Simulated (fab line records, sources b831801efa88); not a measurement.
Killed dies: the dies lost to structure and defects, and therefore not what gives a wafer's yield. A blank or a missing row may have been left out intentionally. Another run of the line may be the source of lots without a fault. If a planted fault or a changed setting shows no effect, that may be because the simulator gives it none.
Matching of chambers	flow sky130	pecvd-02 running SKY_CAP2M_CVD_00: 3 sister chambers
The step deposits SiO2, target thk 15.5 nm. 14 wafers are shown with their chamber, then 7 later ones without.

EACH WAFER AND ITS CHAMBER
wafer	chamber	susceptorTempC (C)	heaterPowerW (W)
L075.2	1	400.17	614
L075.3	0	400.37	623
L075.4	0	399.79	624
L079.1	1	399.93	684
L079.4	1	399.67	692
L079.6	2	400.48	722
L082.1	1	399.90	686
L082.2	0	400.08	732
L082.3	2	400.31	737
L084.1	0	400.00	704
L084.3	2	400.45	758
L084.4	1	400.02	718
L085.2	1	400.15	652
L085.3	0	400.02	588

SIGNATURES, as means of the wafers listed above
reading	chamber 0	chamber 1	chamber 2	scatter within a chamber
susceptorTempC	400.0520	399.9733	400.4133	0.181
heaterPowerW	654.20	674.33	739.00	44.8
Rule: distance of a wafer from a chamber = root of the sum over the readings of ((wafer's reading minus chamber's mean) / reading's scatter) squared. If the next closest chamber is less than 2 further off than the closest, the wafer can't be placed; otherwise it belongs to the closest. How the scatter is found: for the shown wafers, subtract from each reading the mean of its chamber, square and add these, divide the total by (wafers less chambers), then take the root.

WAFERS WITHOUT THEIR CHAMBER
wafer	susceptorTempC (C)	heaterPowerW (W)
L085.4	400.47	635
L090.2	399.60	684
L090.5	399.74	783
L090.6	399.32	690
L092.1	400.43	678
L092.5	399.89	651
L092.6	400.11	697

EACH ONE'S CHAMBER
wafer	from the rows above	in truth
L085.4	can't be placed: 0 or 2 or 1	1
L090.2	can't be placed: 1 or 0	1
L090.5	can't be placed: 1 or 0 or 2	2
L090.6	can't be placed: 1 or 0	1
L092.1	can't be placed: 2 or 0 or 1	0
L092.5	can't be placed: 1 or 0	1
L092.6	can't be placed: 1 or 0 or 2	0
Correct placement for 0 of the 7. These rows do not allow placing 7 (true chamber among the candidates in 7). Number placed wrongly: 0.
